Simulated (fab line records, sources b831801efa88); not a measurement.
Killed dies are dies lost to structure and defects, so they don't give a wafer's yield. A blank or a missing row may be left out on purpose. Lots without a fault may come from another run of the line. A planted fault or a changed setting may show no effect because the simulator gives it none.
A struck lot beside a sound one | flow sky130 | 31 steps out of a route of 708
Sound: wafers L431.2, L431.3, L431.4. Struck: wafers L425.2, L425.4, L425.6. The cause comes at the end.
At each step with rows: each side's tool, then ch and its chambers, then its first start. Under that, the readings that differ: sound wafers | struck wafers | difference of the means | sigmas: that difference in standard deviations of wafers without a fault.
alike: readings whose means differ by less than 2 such deviations, and words and numbers that are the same on both sides. not compared: withheld readings, readings that some wafer has no value for, bounds like >300 that may hide the same value, and numbers for which the record gives no deviation and whose values overlap.
The two part at a step that has a row with sigmas, a row that says differs or no value, or rows on one side only. Numbers that don't overlap but have no deviation are shown without sigmas and don't part them. A reading that every wafer of one side lacks parts them only if that side has two wafers or more.

SKY_PWDE_OVL_MEAS_07:
  sound on overlay-02, day 7 17:57; struck on overlay-01, day 6 12:58
  alike: PWDE_OVL
then, 1 step without rows for these wafers: SKY_PWDE_IMPLANT_08.
SKY_PWDE_STRIP_09: strips in O2/N2.
  sound on plasma_asher-04 ch 0,1, day 7 18:08; struck on plasma_asher-04 ch 1, day 6 13:08
  alike: chamber_pressure_mTorr, drypump_motor_current_A, oes_product_au, strip_time_to_endpoint_s
  not compared: rf_hours_counter_h
SKY_PWDE_TW_MEAS_10:
  sound on film_metro-02, day 7 18:14; struck on film_metro-01, day 6 13:15
  alike: PWDE_TW
then, 7 steps without rows for these wafers: SKY_NWELL_DEHYDRATE_03 (time 60 s); SKY_NWELL_HMDS_04 (prime time 60 s); SKY_NWELL_COAT_05 (resist thk 3000 nm); SKY_NWELL_SOFTBAKE_06; SKY_NWELL_EXPOSE_07 (exposes mask NWM, target cd 840 nm); SKY_NWELL_PEB_08; SKY_NWELL_DEVELOP_09 (develop time 60 s).
SKY_NWELL_OVL_MEAS_10:
  sound on overlay-02, day 8 15:25; struck on overlay-02, day 7 07:58
  alike: NWELL_00_OVL
SKY_NWELL_IMPLANT_11:
  sound on implanter-02 ch 0, day 8 15:28; struck on implanter-01 ch 0, day 7 08:01
  reading       | sound                            | struck                           | difference  | sigmas
  dose_ions_cm2 | 1.9011e+13 1.9009e+13 1.9014e+13 | 1.8725e+13 1.8726e+13 1.8718e+13 | -2.8833e+11 | -16
then, 2 steps without rows for these wafers: SKY_NWELL_IMPLANT_12; SKY_NWELL_IMPLANT_13.
SKY_NWELL_STRIP_14: strips in O2/N2.
  sound on plasma_asher-03 ch 0,1, day 8 15:53; struck on plasma_asher-04 ch 0,1, day 7 08:26
  alike: chamber_pressure_mTorr, drypump_motor_current_A, oes_product_au, strip_time_to_endpoint_s
  not compared: rf_hours_counter_h
SKY_NWELL_TW_MEAS_15:
  sound on film_metro-03, day 8 16:00; struck on film_metro-01, day 7 08:33
  reading  | sound          | struck         | difference | sigmas
  NWELL_TW | 1859 1862 1860 | 1827 1816 1820 | -39        | -3
then, 7 steps without rows for these wafers: SKY_NWELL_DEHYDRATE_16 (time 60 s); SKY_NWELL_HMDS_17 (prime time 60 s); SKY_NWELL_COAT_18 (resist thk 3000 nm); SKY_NWELL_SOFTBAKE_19; SKY_NWELL_EXPOSE_20 (exposes mask NWM COMPLEMENT, target cd 840 nm); SKY_NWELL_PEB_21; SKY_NWELL_DEVELOP_22 (develop time 60 s).
SKY_NWELL_OVL_MEAS_23:
  sound on overlay-01, day 9 12:49; struck on overlay-01, day 8 04:34
  alike: NWELL_01_OVL
then, 1 step without rows for these wafers: SKY_NWELL_IMPLANT_24.
SKY_NWELL_STRIP_25: strips in O2/N2.
  sound on plasma_asher-01 ch 0,1, day 9 12:59; struck on plasma_asher-04 ch 0, day 8 04:44
  alike: chamber_pressure_mTorr, drypump_motor_current_A, oes_product_au, strip_time_to_endpoint_s
  not compared: rf_hours_counter_h
SKY_NWELL_TW_MEAS_26:
  sound on film_metro-01, day 9 13:06; struck on film_metro-01, day 8 04:51
  alike: NWELL_2_TW
then, 1 step without rows for these wafers: SKY_NWELL_CLEAN_27 (cleans in SC1/SC2, time 150 s).
SKY_NWELL_RTA_28: time 30 s.
  sound on rtp_anneal-02 ch 0, day 9 13:13; struck on rtp_anneal-01 ch 0, day 8 04:59
  alike: lamp_power_pct, wafer_temp_C_max
SKY_NWELL_RS_MEAS_29: measures by four-point-probe.
  sound on film_metro-02, day 9 13:19; struck on film_metro-02, day 8 05:06
  reading           | sound             | struck            | difference | sigmas
  NWELL_RS (ohm/sq) | 622.2 621.6 621.9 | 627.3 627.2 629.5 | +6.1       | +4
  not compared: hold

WHERE THEY PART
First at SKY_NWELL_IMPLANT_11; last, within this record, at SKY_NWELL_RS_MEAS_29.

WHY: what the simulator had put in
Process parameter drift: implanter-01, from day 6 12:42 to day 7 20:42, at SKY_NWELL_IMPLANT_11. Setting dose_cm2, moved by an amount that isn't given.
